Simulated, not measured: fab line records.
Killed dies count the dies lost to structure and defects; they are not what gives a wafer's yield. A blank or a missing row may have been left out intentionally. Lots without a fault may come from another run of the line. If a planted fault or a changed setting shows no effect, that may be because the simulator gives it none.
Struck lot and sound lot, side by side + flow sfq_line + 43 steps out of a route of 325
Sound: the wafers L941.1, L941.4, L941.6. Struck: wafer L935.2 (left out: L935.1, L935.4 of the same lot, which were not struck); the cause appears at the end.
Order at every step that has rows: each side's tool, ch and its chambers, its first start. Under that, the readings that differ: sound wafers + struck wafers + difference of the means + sigmas: that difference in standard deviations of wafers without a fault.
alike: readings with means less than 2 such deviations apart, plus words and numbers identical on both sides. not compared: withheld readings, readings lacking a value on some wafer, bounds such as >300 that could conceal the same value, and numbers that have no deviation in the record and whose values overlap.
Wherever a step has rows on one side only, a row that says differs or no value, or a row with sigmas, the two part there. Numbers that don't overlap but have no deviation are shown without sigmas and don't part them. A reading missing from all wafers of one side parts the sides only when that side holds two or more wafers.

first, 6 steps without rows for these wafers: SFQ_TRILAYER_M4_LITHO_COAT_098 (resist thk 62 nm); SFQ_TRILAYER_M4_LITHO_COAT_093 (resist thk 600 nm); SFQ_TRILAYER_M4_LITHO_SOFTBAKE_097; SFQ_TRILAYER_M4_LITHO_EXPOSE_094 (exposes mask M4, target cd 500 nm); SFQ_TRILAYER_M4_LITHO_PEB_096 (peb time 60 s); SFQ_TRILAYER_M4_LITHO_DEVELOP_095 (time 60 s).
SFQ_M4_OVL_MEAS_926:
  sound: overlay-02 at day 61 09:40; struck: overlay-01 at day 58 17:49
  alike: M4_OVL
then, 1 step without rows for these wafers: SFQ_TRILAYER_M4_BARC_OPEN_METAL_ETCH_123 (etches BARC in O2, target depth 125 nm, time 41.7 s).
SFQ_TRILAYER_M4_ETCH_METAL_ETCH_096: etches Nb in Cl2/Ar, stops on SiO2, target depth 240 nm, time 120 s.
  sound on rie_metal-01 ch 0,1, day 61 09:46; struck on rie_metal-04 ch 0, day 58 17:58
| reading                     | sound          | struck | difference | sigmas |
|-----------------------------|----------------|--------|------------|--------|
| drypump_motor_current_A (A) | 5.70 5.71 5.82 | 5.17   | -0.57      | -2     |
  alike: oes_product_au, rf_fwd_power_W
  not compared: rf_hours_counter_h
SFQ_TRILAYER_M4_STRIP_STRIP_097: strips in O2.
  sound on rie_metal-01 ch 0,1, day 61 09:53; struck on rie_metal-04 ch 0, day 58 18:13
| reading                     | sound          | struck | difference | sigmas |
|-----------------------------|----------------|--------|------------|--------|
| drypump_motor_current_A (A) | 5.70 5.69 5.83 | 5.17   | -0.57      | -2     |
  alike: oes_product_au
  not compared: rf_hours_counter_h
then, 1 step without rows for these wafers: SFQ_TRILAYER_M4_STRIP_SOLV_CLEAN_098 (cleans in NMP, time 600 s).
SFQ_TRILAYER_I4_DEP_PECVD_099: deposits SiO2 from SiH4/N2O, time 111.11 s, target thk 500 nm.
  sound on pecvd-04 ch 0,2, day 61 10:40; struck on pecvd-04 ch 1, day 58 19:35
  alike: heater_power_w, rf_fwd_power_W, throttle_valve_pct
  not compared: since_wet_clean_h
SFQ_TRILAYER_I4_CMP_CMP_100: polishes SiO2.
  sound on cmp-02 ch 0,2,3, day 61 11:44; struck on cmp-01 ch 0, day 58 20:40
| reading                                             | sound           | struck | difference | sigmas |
|-----------------------------------------------------|-----------------|--------|------------|--------|
| time_to_endpoint_s (s)                              | 205 220 224     | 277    | +61        | +9     |
| model.SiO2_of_TRILAYER_I4_DEP_PECVD_099.thk_nm (nm) | 200.1 199.6 199 | 303.6  | +104.0     |        |
  alike: motor_current_A
SFQ_I4_BOW_MEAS_927:
  sound: film_metro-03 at day 61 13:44; struck: film_metro-01 at day 58 22:40
  alike: I4_BOW
SFQ_TRILAYER_I4_METRO_MEASURE_101:
  sound: film_metro-03 at day 61 13:51; struck: film_metro-01 at day 58 22:47
| reading     | sound             | struck | difference | sigmas      |
|-------------|-------------------|--------|------------|-------------|
| thk_nm (nm) | 200.0 199.6 198.9 | 303.8  | +104.3     | +99 or more |
then, 6 steps without rows for these wafers: SFQ_TRILAYER_I4_VIA_LITHO_COAT_108 (resist thk 62 nm); SFQ_TRILAYER_I4_VIA_LITHO_COAT_103 (resist thk 650 nm); SFQ_TRILAYER_I4_VIA_LITHO_SOFTBAKE_107; SFQ_TRILAYER_I4_VIA_LITHO_EXPOSE_104 (exposes mask I4, target cd 700 nm); SFQ_TRILAYER_I4_VIA_LITHO_PEB_106 (peb time 60 s); SFQ_TRILAYER_I4_VIA_LITHO_DEVELOP_105 (time 60 s).
-- the record jumps here: 5 days lie between the struck wafers' starts before and after --
SFQ_I4_OVL_MEAS_928:
  sound: overlay-01 at day 66 16:14; struck: overlay-01 at day 63 22:52
  alike: I4_OVL
SFQ_TRILAYER_I4_VIA_BARC_OPEN_VIA_ETCH_146: etches BARC in O2, target depth 125 nm, time 41.7 s.
  sound on rie_diel-04 ch 0,1,2, day 66 16:16; struck on rie_diel-01 ch 2, day 63 22:54
  alike: drypump_motor_current_A, oes_product_au, rf_fwd_power_W
  not compared: rf_hours_counter_h
SFQ_TRILAYER_I4_VIA_ETCH_VIA_ETCH_106: etches SiO2 in CHF3, stops on Nb, target depth 260 nm.
  sound on rie_diel-04 ch 0,1,2, day 66 16:18; struck on rie_diel-01 ch 2, day 63 22:56
| reading                        | sound             | struck | difference | sigmas |
|--------------------------------|-------------------|--------|------------|--------|
| oes_product_au (a.u.)          | 0.853 0.850 0.856 | 0.996  | +0.143     | +29    |
| rf_fwd_power_W (W)             | 499.6 498.9 495.5 | 494.6  | -3.4       | -2     |
| model.I4.feature_depth_nm (nm) | 200.1 199.6 199   | 257.2  | +57.6      |        |
| model.etch.depth_nm (nm)       | 200.1 199.6 199   | 257.2  | +57.6      |        |
  alike: drypump_motor_current_A
then, 4 steps without rows for these wafers: SFQ_TRILAYER_I4_VIA_STRIP_STRIP_107 (strips in O2); SFQ_TRILAYER_I4_VIA_STRIP_SOLV_CLEAN_108 (cleans in NMP, time 600 s); SFQ_TRILAYER_JJ_TRILAYER_DEP_PRE_CLEAN_113 (time 22.5 s); SFQ_TRILAYER_JJ_TRILAYER_DEP_SPUTTER_109 (material Nb, target thk 150 nm, time 100 s).
SFQ_TRILAYER_JJ_TRILAYER_DEP_SPUTTER_110: material Al, target thk 8 nm, time 10 s.
  sound: pvd_sputter-06 at day 66 17:19; struck: pvd_sputter-04 at day 63 23:55
  alike: chamber_pressure_pa, throttle_valve_pct
then, 2 steps without rows for these wafers: SFQ_TRILAYER_JJ_TRILAYER_DEP_AL_OXIDATION_111 (oxidation time 600 s); SFQ_TRILAYER_JJ_TRILAYER_DEP_SPUTTER_112 (material Nb, target thk 170 nm, time 113.3 s).
SFQ_JJ_RS_MEAS_929: a four-point-probe measurement.
  sound: film_metro-01 at day 66 18:25; struck: film_metro-02 at day 64 01:02
  alike: JJ_NB_RS
then, 6 steps without rows for these wafers: SFQ_TRILAYER_JJ_CE_LITHO_COAT_119 (resist thk 62 nm); SFQ_TRILAYER_JJ_CE_LITHO_COAT_114 (resist thk 600 nm); SFQ_TRILAYER_JJ_CE_LITHO_SOFTBAKE_118; SFQ_TRILAYER_JJ_CE_LITHO_EXPOSE_115 (exposes mask J5, target cd 700 nm); SFQ_TRILAYER_JJ_CE_LITHO_PEB_117 (peb time 60 s); SFQ_TRILAYER_JJ_CE_LITHO_DEVELOP_116 (time 60 s).
-- the record jumps here: 2 days lie between the struck wafers' starts before and after --
SFQ_JJ_OVL_MEAS_931:
  sound: overlay-01 at day 71 05:00; struck: overlay-02 at day 66 10:34
  alike: J5_OVL
then, 2 steps without rows for these wafers: SFQ_TRILAYER_JJ_CE_METRO_MEASURE_117; SFQ_TRILAYER_JJ_CE_BARC_OPEN_RIE_150 (chemistry O2, target BARC, target depth 240 nm, time 80 s).
-- the record jumps here: 4 days lie between the struck wafers' starts before and after --
SFQ_TRILAYER_M5_ETCH_METAL_ETCH_126: etches Nb in Cl2/BCl3, stops on SiO2, time 203.2 s, target depth 265 nm.
  sound on rie_metal-02 ch 0, day 75 13:30; struck on rie_metal-03 ch 1, day 70 21:54
| reading                                             | sound             | struck | difference | sigmas |
|-----------------------------------------------------|-------------------|--------|------------|--------|
| drypump_motor_current_A (A)                         | 5.99 6.04 6.02    | 5.30   | -0.72      | -3     |
| rf_fwd_power_W (W)                                  | 600.7 599.2 599.4 | 593.7  | -6.1       | -3     |
| model.SiO2_of_TRILAYER_I4_DEP_PECVD_099.thk_nm (nm) | 180.3 179.8 179.1 | 283.9  | +104.2     |        |
  alike: oes_product_au
  not compared: rf_hours_counter_h
-- the record jumps here: 15 days lie between the struck wafers' starts before and after --
SFQ_M8_BOW_MEAS_951:
  sound: film_metro-04 at day 90 03:29; struck: film_metro-04 at day 85 21:59
| reading                 | sound             | struck | difference | sigmas |
|-------------------------|-------------------|--------|------------|--------|
| model.etest.i4.link_ohm | 2.182 2.188 2.186 | 1e+06  | +1e+06     |        |
  alike: M8_BOW

## WHERE THEY PART
At SFQ_TRILAYER_M4_ETCH_METAL_ETCH_096 first; at SFQ_TRILAYER_M5_ETCH_METAL_ETCH_126 last (within this record only). Later steps at which nothing parts them and some readings are alike: SFQ_M8_BOW_MEAS_951.

WHY: whatever the simulator had introduced
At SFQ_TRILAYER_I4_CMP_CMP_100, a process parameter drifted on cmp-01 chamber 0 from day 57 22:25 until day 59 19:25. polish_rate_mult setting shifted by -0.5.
